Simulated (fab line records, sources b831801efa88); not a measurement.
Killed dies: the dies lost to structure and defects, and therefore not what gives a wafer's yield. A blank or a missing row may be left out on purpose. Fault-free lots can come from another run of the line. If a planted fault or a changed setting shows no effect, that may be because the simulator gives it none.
A struck lot beside a sound one || flow sfq line || 28 out of 325 route steps
Sound: these wafers, L109.1, L109.3, L109.5. Struck: wafer L106.4. (L106.2, L106.5 of the same lot were not struck and are left out.) The cause comes at the end.
At each step with rows: each side's tool, then ch and its chambers, then its first start. Under that, the readings that differ: sound wafers || struck wafers || difference of the means || sigmas: that difference in standard deviations of wafers without a fault.
alike: readings with means less than 2 such deviations apart, plus words and numbers identical on both sides. not compared: withheld readings, readings lacking a value on some wafer, bounds such as >300 that could conceal the same value, and numbers that have no deviation in the record and whose values overlap.
A row with sigmas, a row that says differs or no value, or rows on one side alone: a step with any of these is where the two part. Non-overlapping numbers with no deviation appear without sigmas and do not part them. Lack of a reading on every wafer of one side parts them only where that side has two or more wafers.

first, 6 steps without rows for these wafers: SFQ_TRILAYER_M0_LITHO_COAT_026 (resist thk 62 nm); SFQ_TRILAYER_M0_LITHO_COAT_021 (resist thk 600 nm); SFQ_TRILAYER_M0_LITHO_SOFTBAKE_025; SFQ_TRILAYER_M0_LITHO_EXPOSE_022 (exposes mask M0, target cd 500 nm); SFQ_TRILAYER_M0_LITHO_PEB_024 (peb time 60 s); SFQ_TRILAYER_M0_LITHO_DEVELOP_023 (time 60 s).
SFQ_M0_OVL_MEAS_906:
  sound on overlay-02 at day 10 21:13; struck on overlay-01 at day 10 05:37
  alike: M0_OVL
SFQ_TRILAYER_M0_BARC_OPEN_METAL_ETCH_031: etches BARC in O2, target depth 125 nm, time 41.7 s.
  sound on rie metal-02 ch 0,1, day 10 21:14; struck on rie metal-03 ch 0, day 10 05:38
  alike: drypump motor current A, oes product au
  not compared: rf hours counter h
SFQ_TRILAYER_M0_ETCH_METAL_ETCH_024: etches Nb in Cl2/Ar, stops on SiO2, target depth 240 nm, time 120 s.
  sound on rie metal-02 ch 0,1, day 10 21:18; struck on rie metal-03 ch 0, day 10 05:42
  alike: drypump motor current A, oes product au
  not compared: rf hours counter h
then, 2 steps without rows for these wafers: SFQ_TRILAYER_M0_STRIP_STRIP_025 (strips in O2); SFQ_TRILAYER_M0_STRIP_SOLV_CLEAN_026 (cleans in NMP, time 600 s).
SFQ_TRILAYER_I0_DEP_PECVD_027: deposits SiO2 from SiH4/N2O, time 111.11 s, target thk 500 nm.
  sound on pecvd-01 ch 0,1, day 10 22:12; struck on pecvd-02 ch 1, day 10 06:36
{"reading": "throttle valve pct (%)", "sound": "23.0 22.6 22.6", "struck": 26.4, "difference": "+3.7", "sigmas": "+3"}
  alike: heater power w
SFQ_TRILAYER_I0_CMP_CMP_028: polishes SiO2.
  sound on cmp-02 ch 0,1,2, day 11 07:49; struck on cmp-01 ch 1, day 10 14:10
{"reading": "model.SiO2_of_TRILAYER_I0_DEP_PECVD_027.thk nm (nm)", "sound": "198.7 200.1 199.1", "struck": 221.2, "difference": "+21.9", "sigmas": ""}
  alike: head pressure psi, motor current A, retaining ring pressure frac, time to endpoint s
SFQ_I0_BOW_MEAS_907:
  sound on film metro-04 at day 11 10:19; struck on film metro-04 at day 10 18:30
  not compared: I0_BOW
SFQ_TRILAYER_I0_METRO_MEASURE_029:
  sound on film metro-04 at day 11 10:26; struck on film metro-04 at day 10 22:22
{"reading": "thk nm (nm)", "sound": "198.8 200.2 199.0", "struck": 221.1, "difference": "+21.8", "sigmas": "+22"}
then, 6 steps without rows for these wafers: SFQ_TRILAYER_I0_VIA_LITHO_COAT_036 (resist thk 62 nm); SFQ_TRILAYER_I0_VIA_LITHO_COAT_031 (resist thk 650 nm); SFQ_TRILAYER_I0_VIA_LITHO_SOFTBAKE_035; SFQ_TRILAYER_I0_VIA_LITHO_EXPOSE_032 (exposes mask I0, target cd 500 nm); SFQ_TRILAYER_I0_VIA_LITHO_PEB_034 (peb time 60 s); SFQ_TRILAYER_I0_VIA_LITHO_DEVELOP_033 (time 60 s).
-- the record jumps here: 3 days lie between the struck wafers' starts before and after --
SFQ_I0_OVL_MEAS_908:
  sound on overlay-01 at day 15 02:02; struck on overlay-01 at day 14 08:02
  alike: I0_OVL
SFQ_TRILAYER_I0_VIA_BARC_OPEN_VIA_ETCH_046: etches BARC in O2, target depth 125 nm, time 41.7 s.
  sound on rie diel-01 ch 1,3, day 15 02:04; struck on rie diel-01 ch 0, day 14 08:04
  alike: drypump motor current A, oes product au
  not compared: rf hours counter h
SFQ_TRILAYER_I0_VIA_ETCH_VIA_ETCH_034: etches SiO2 in CHF3, stops on Nb, target depth 260 nm.
  sound on rie diel-01 ch 1,3, day 15 02:07; struck on rie diel-01 ch 0, day 14 08:07
{"reading": "oes product au (a.u.)", "sound": "0.848 0.857 0.847", "struck": 0.906, "difference": "+0.055", "sigmas": "+11"}
{"reading": "model.I0.feature depth nm (nm)", "sound": "198.7 200.1 199.1", "struck": 221.2, "difference": "+21.9", "sigmas": ""}
{"reading": "model.etch.depth nm (nm)", "sound": "198.7 200.1 199.1", "struck": 221.2, "difference": "+21.9", "sigmas": ""}
  alike: drypump motor current A
SFQ_TRILAYER_I0_VIA_STRIP_STRIP_035: strips in O2.
  sound on rie metal-03 ch 0,1, day 15 02:14; struck on rie metal-04 ch 0, day 14 08:14
{"reading": "oes product au (a.u.)", "sound": "0.986 0.992 0.997", "struck": 1.015, "difference": "+0.023", "sigmas": "+3"}
  alike: drypump motor current A
  not compared: rf hours counter h
then, 1 step without rows for these wafers: SFQ_TRILAYER_I0_VIA_STRIP_SOLV_CLEAN_036 (cleans in NMP, time 600 s).
SFQ_TRILAYER_M1_DEP_PRE_CLEAN_038: time 22.5 s.
  sound on pvd sputter-04 at day 15 03:11; struck on pvd sputter-05 at day 14 09:00
{"reading": "model.SiO2_of_TRILAYER_I0_DEP_PECVD_027.thk nm (nm)", "sound": "191.2 192.6 191.6", "struck": 213.7, "difference": "+21.9", "sigmas": ""}
then, 1 step without rows for these wafers: SFQ_TRILAYER_M1_DEP_SPUTTER_037 (material Nb, target thk 200 nm, time 133.3 s).

WHERE THEY PART
Earliest at SFQ_TRILAYER_I0_DEP_PECVD_027; latest, in this record, at SFQ_TRILAYER_I0_VIA_STRIP_STRIP_035.

WHY: whatever the simulator had introduced
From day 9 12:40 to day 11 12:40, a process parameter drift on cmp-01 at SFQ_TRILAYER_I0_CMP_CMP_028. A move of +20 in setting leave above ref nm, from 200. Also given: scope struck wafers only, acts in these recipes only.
